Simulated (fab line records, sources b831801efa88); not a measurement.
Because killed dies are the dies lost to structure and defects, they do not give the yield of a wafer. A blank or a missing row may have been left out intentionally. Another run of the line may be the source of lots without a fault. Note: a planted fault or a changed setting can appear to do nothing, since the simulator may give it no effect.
8D (eight disciplines) problem report, filled in by code    flow gf180mcu    the parts of the form that need people (team, actions taken, sign-off) are left out

== 1. THE PROBLEM ==
MVPSD_RS at GF_VT_IMPLANT_RS_MEAS_49 reads a mean of 1208 ohm/sq on 2 wafers of 1 lot; wafers without a fault read 1169 ohm/sq with a standard deviation of 3.3. Relative to the usual mean, that is a shift of +12 standard deviations.
The step: measures by four-point-probe.
The first sign was on wafer L127.5 at day 13 12:23, on film metro-03. At this step, 36 wafers from 12 lots have a number in the record. The rule behind "out" and "out of limits": a value lying over 4 standard deviations away from the usual mean. The rest of the wafers with a number are treated as sound.

== 2. WHAT THIS IS AND IS NOT ==
question                     is                 is not
which readings at this step  MVPSD_RS           -
which lots                   L127               L107, L108, L110, L114, L115, L116, L117, L119, L124, L125, L130
which wafers of those lots   L127.5, L127.6     L127.1
read on which gauges         film metro-03      film metro-02, film metro-04
when                         from day 13 12:23  up to then (31 sound wafers); but 3 sound wafers of L130 came after

== 3. THE SUSPECTS, EACH WITH WHAT RULES IT OUT ==
Counting: if a tool at a process step up to the reading ran every lot that is out, it stays a suspect. Sound lots after the first of them don't rule it out here, since some wafers of a struck lot are sound.
- the gauge at GF_VT_IMPLANT_RS_MEAS_49: kept. All the wafers that are out were read on film metro-03, and no step on other tools shows them out.
- implanter-02 at GF_MVPSD_IMPLANT_09: kept. It processed L127, the lot that is out, at day 10 03:50, and its most recent sound lot before then was L119 at day 8 04:41.
- plasma asher-02 at GF_VT_IMPLANT_STRIP_09 (strips in O2/N2): kept. It processed L127, the lot that is out, at day 10 23:17, and its most recent sound lot before then was L124 at day 10 04:08.
- plasma asher-04 at GF_VT_IMPLANT_STRIP_20 (strips in O2/N2): kept. It processed L127, the lot that is out, at day 11 18:44, and its most recent sound lot before then was L125 at day 11 09:17.
Left after counting: implanter-02 at GF_MVPSD_IMPLANT_09, plasma asher-02 at GF_VT_IMPLANT_STRIP_09, plasma asher-04 at GF_VT_IMPLANT_STRIP_20, film metro-03 at GF_VT_IMPLANT_RS_MEAS_49.

== 4. THE CAUSE (what the simulator had put in) ==
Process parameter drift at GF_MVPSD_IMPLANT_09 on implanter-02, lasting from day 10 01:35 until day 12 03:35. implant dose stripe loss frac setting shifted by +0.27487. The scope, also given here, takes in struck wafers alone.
Counting leaves 4 suspects; this tool is one of them.

== 5. SEQUENCE OF EFFECTS, ordered by route ==
One row per reading whose mean, taken over the struck wafers that have a number, lies over 3 standard deviations from the usual. Scope: only readings with a usual standard deviation given in the record; hours: median across lots of the time from each lot's start at the first step in this table that gives one to its start at this step; sigmas: change in usual standard deviations.
hours  step                      reading   usual        on struck wafers  change  sigmas
0      GF_VT_IMPLANT_RS_MEAS_49  MVPSD_RS  1169 ohm/sq  1208              +39     +12

== 6. HOW IT WOULD HAVE BEEN CAUGHT EARLIER ==
The first out-of-limits reading at a measuring or inspecting step in this record came at day 13 12:23, 83 hours after the fault's start at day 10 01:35.
By day 13 12:23 the whole set of lots that are out, 1 in number, had already begun GF_MVPSD_IMPLANT_09 on implanter-02. Holding the tool at that point would not have protected any of them.
